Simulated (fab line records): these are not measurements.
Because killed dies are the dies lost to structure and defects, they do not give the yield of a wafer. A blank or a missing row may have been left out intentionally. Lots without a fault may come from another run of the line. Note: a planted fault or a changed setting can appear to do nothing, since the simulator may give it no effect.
Which tool is to blame? | flow gf180mcu | at 1 step of a route of 602, 7 lots with 21 wafers sampled

## WHAT THE GAUGES READ, wafer by wafer
GF_M2_CD_MEAS_14: the cd target is 280 nm.
lot  | measured     | on        | cd_nm (nm)
L584 | day 19 16:19 | cd_sem-02 | 280.3 280.3 279.0
L589 | day 21 15:05 | cd_sem-01 | 280.7 281.6 281.5
L591 | day 22 09:05 | cd_sem-01 | 279.9 280.5 279.9
L599 | day 25 05:49 | cd_sem-02 | 280.7 281.1 280.4
L601 | day 26 01:01 | cd_sem-01 | 281.6 281.1 282.4
L604 | day 26 15:05 | cd_sem-01 | 278.1 277.1 279.4
L606 | day 27 10:56 | cd_sem-01 | 280.9 280.9 281.3

## WHICH TOOL RAN EACH LOT (tool, then ch and the chambers of the sampled wafers, then the start)
There is no process step in the record ahead of these readings.

## THE ANSWER, worked out from the rows above alone
Rule: the lots themselves supply what counts as usual. Put in order of their means at a reading, lots are off if they are a third of the lots or fewer, leave a main group of 4 or more, and stand apart from it by a gap of 3 or more times the standard deviation of the main group's means; of several such gaps the widest counts. A main group is skipped when, at the precision printed for the reading in the tables above, its means are all equal. Also off: a lot with no number at a reading for which 4 or more lots have one. Any other lot the step has rows for is counted as sound.
No lot is off at any reading shown: from this, nothing can be told.

## WHAT THE SIMULATOR HAD INSERTED
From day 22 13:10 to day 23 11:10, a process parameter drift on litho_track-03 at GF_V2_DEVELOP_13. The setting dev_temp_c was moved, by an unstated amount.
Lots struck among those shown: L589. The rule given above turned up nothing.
